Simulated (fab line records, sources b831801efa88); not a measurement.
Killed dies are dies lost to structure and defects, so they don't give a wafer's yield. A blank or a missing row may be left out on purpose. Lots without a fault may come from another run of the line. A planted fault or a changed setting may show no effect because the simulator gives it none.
Problem report in the 8D (eight disciplines) form, filled by code | flow sky130 | the parts of the form that need people (team, actions taken, sign-off) are left out

1. THE PROBLEM
killed_at_M0_to_M3 at SKY_PAD_OPEN_PROBE_99 reads a mean of 90 on 1 wafer of 1 lot; wafers without a fault read 43 with a standard deviation of 6.4. That is +7.3 standard deviations from the usual mean.
First seen on wafer L934.4, day 50 03:00, on prober-02. The record holds 33 wafers of 11 lots with a number at this step. Rule for "out", or "out of limits": more than 4 standard deviations from the usual mean. The other wafers with a number count as sound.

2. WHAT IT IS AND WHAT IT IS NOT
question                    | is                                                                             | is not
which readings at this step | killed_at_M0_to_M3, defect_limited_yield, sort_bin_3_pad_short, sort_yield_pct | killed_at_M4_up, killed_at_contacts, killed_at_front_end, killed_at_other, killed_open, killed_short, sort_bin_6_memory
which lots                  | L934                                                                           | L921, L922, L923, L924, L926, L927, L928, L929, L930, L942
which wafers of those lots  | L934.4                                                                         | L934.1, L934.3
read on which tools         | prober-02                                                                      | prober-01
when                        | from day 50 03:00                                                              | up to then (29 sound wafers); but 3 sound wafers of L942 came after

3. SUSPECTS, AND WHAT RULES EACH OUT
Counting: a tool at a process step up to the reading stays a suspect if it ran every lot that is out. Sound lots after the first of them don't rule it out here, since some wafers of a struck lot are sound.
- rie_diel-01 at SKY_METAL3_ETCH_17 (etches SiO2 in C4F8/O2/Ar, stops on TiN, time 3.9 s, target depth 15 nm): kept. It ran the lot that is out, L934 (day 43 20:40); its last sound lot up to then is L930 (day 42 17:01).
- plasma_asher-02 at SKY_METAL5_STRIP_16 (strips in O2/N2): kept. It ran the lot that is out, L934 (day 48 11:07); its last sound lot up to then is L927 (day 46 13:44).
- plasma_asher-02 at SKY_PASSIVATION_STRIP_12 (strips in O2/N2): kept. It ran the lot that is out, L934 (day 49 06:44); its last sound lot up to then is L930 (day 48 12:26).
- prober-02 at SKY_PAD_OPEN_PROBE_99: kept. It ran the lot that is out, L934 (day 50 02:51); its last sound lot up to then is L929 (day 48 22:09). Its own readings are out on those wafers: defect_limited_yield, killed_at_M0_to_M3, sort_bin_3_pad_short, sort_yield_pct.
- Within rie_diel-01 at SKY_METAL3_ETCH_17: the wafers that are out ran in chamber 2; their sound lot-mates ran in chambers 1, 3.
- Within plasma_asher-02 at SKY_METAL5_STRIP_16: the wafers that are out ran in chamber 0; their sound lot-mates ran in chamber 1.
Left after counting: rie_diel-01 at SKY_METAL3_ETCH_17, plasma_asher-02 at SKY_METAL5_STRIP_16, plasma_asher-02 at SKY_PASSIVATION_STRIP_12, prober-02 at SKY_PAD_OPEN_PROBE_99.

4. THE CAUSE (what the simulator had put in)
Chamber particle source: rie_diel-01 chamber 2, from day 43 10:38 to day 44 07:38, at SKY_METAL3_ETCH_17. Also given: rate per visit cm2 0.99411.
Counting left 4 suspects, and this tool is among them.

5. THE CHAIN OF EFFECTS, in route order
Each row: a reading whose mean over the struck wafers that have a number lies more than 3 standard deviations from the usual. Only readings for which the record gives a usual standard deviation are gone through. hours: the time from each lot's start at the first step in this table that gives one to its start at this step, as a median over the lots. sigmas: the change in usual standard deviations.
hours | step                  | reading              | usual  | on struck wafers | change | sigmas
0     | SKY_PAD_OPEN_PROBE_99 | defect_limited_yield | 82.1 % | 74.0             | -8.1   | -4.0
0     | SKY_PAD_OPEN_PROBE_99 | killed_at_M0_to_M3   | 43     | 90               | +47    | +7.3
0     | SKY_PAD_OPEN_PROBE_99 | killed_dies          | 88     | 128              | +40    | +4.0
0     | SKY_PAD_OPEN_PROBE_99 | sort_bin_3_pad_short | 0.9 %  | 3.5              | +2.6   | +6.2
0     | SKY_PAD_OPEN_PROBE_99 | sort_bin_5_function  | 10.5 % | 16.5             | +6.0   | +3.8
0     | SKY_PAD_OPEN_PROBE_99 | sort_n_pass          | 404    | 364              | -40    | -4.0
0     | SKY_PAD_OPEN_PROBE_99 | sort_yield_pct       | 82.1 % | 74.0             | -8.1   | -4.0
The process steps in it:
- SKY_PAD_OPEN_PROBE_99

6. WHAT WOULD HAVE CAUGHT IT SOONER
In this record the first reading out of limits was taken at day 50 03:00, 160 hours after the fault began at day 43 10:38.
Of the tool readings at SKY_METAL3_ETCH_17 for which the record gives a usual standard deviation, none was out on any struck wafer, so an alarm limit of 4 standard deviations on them would not have fired.
All the lots that are out (1) had begun SKY_METAL3_ETCH_17 on rie_diel-01 by day 50 03:00. A hold on the tool at that time would have spared none of them.
